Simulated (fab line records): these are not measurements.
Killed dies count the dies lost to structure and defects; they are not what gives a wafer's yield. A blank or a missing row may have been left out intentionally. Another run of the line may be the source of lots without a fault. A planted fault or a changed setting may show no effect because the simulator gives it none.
The tool behind it: which one? | flow gf180mcu | 7 lots with 21 wafers sampled at 2 steps, on a route of 602 steps

## WHAT EACH GAUGE READ, for each wafer
GF_HV_LDD_TW_MEAS_11.
lot  | measured     | on           | HV_LDD_TW
L864 | day 10 23:43 | filmMetro-02 | 2384 2368 2375
L866 | day 11 13:43 | filmMetro-04 | 2427 2420 2428
L870 | day 12 19:58 | filmMetro-02 | 2366 2370 2374
L872 | day 13 08:26 | filmMetro-02 | 2355 2371 2382
L878 | day 15 09:49 | filmMetro-02 | 2364 2366 2366
L881 | day 16 11:04 | filmMetro-04 | 2411 2407 2409
L884 | day 17 10:13 | filmMetro-01 | 2431 2414 2417

## WHICH TOOL RAN EACH LOT (tool, then ch and the chambers of the sampled wafers, then the start)
lot  | GF_VT_IMPLANT_RTA_45
L864 | rtpAnneal-01 ch 0, day 8 10:46
L866 | rtpAnneal-02 ch 0, day 9 00:24
L870 | rtpAnneal-02 ch 0, day 10 07:12
L872 | rtpAnneal-01 ch 0, day 10 17:32
L878 | rtpAnneal-02 ch 0, day 12 12:31
L881 | rtpAnneal-02 ch 0, day 13 11:25
L884 | rtpAnneal-01 ch 0, day 14 07:57
- GF_VT_IMPLANT_RTA_45: time 30 s.

## THE ANSWER, worked out from the rows above alone
Rule: usual is defined by the lots themselves. The widest of any qualifying gaps counts: lots, ordered by their means at a reading, are off when they make up no more than a third of the lots, leave a main group of 4 or more, and stand apart from it by 3 or more times the standard deviation of that group's means. The tables above print the reading to a certain number of digits; a main group whose means all agree to those digits is not used. Also off: a lot with no number at a reading for which 4 or more lots have one. Any other lot the step has rows for is counted as sound.
No lot is off on any of the readings shown, so nothing can be concluded from this.

## WHAT THE SIMULATOR HAD PUT IN
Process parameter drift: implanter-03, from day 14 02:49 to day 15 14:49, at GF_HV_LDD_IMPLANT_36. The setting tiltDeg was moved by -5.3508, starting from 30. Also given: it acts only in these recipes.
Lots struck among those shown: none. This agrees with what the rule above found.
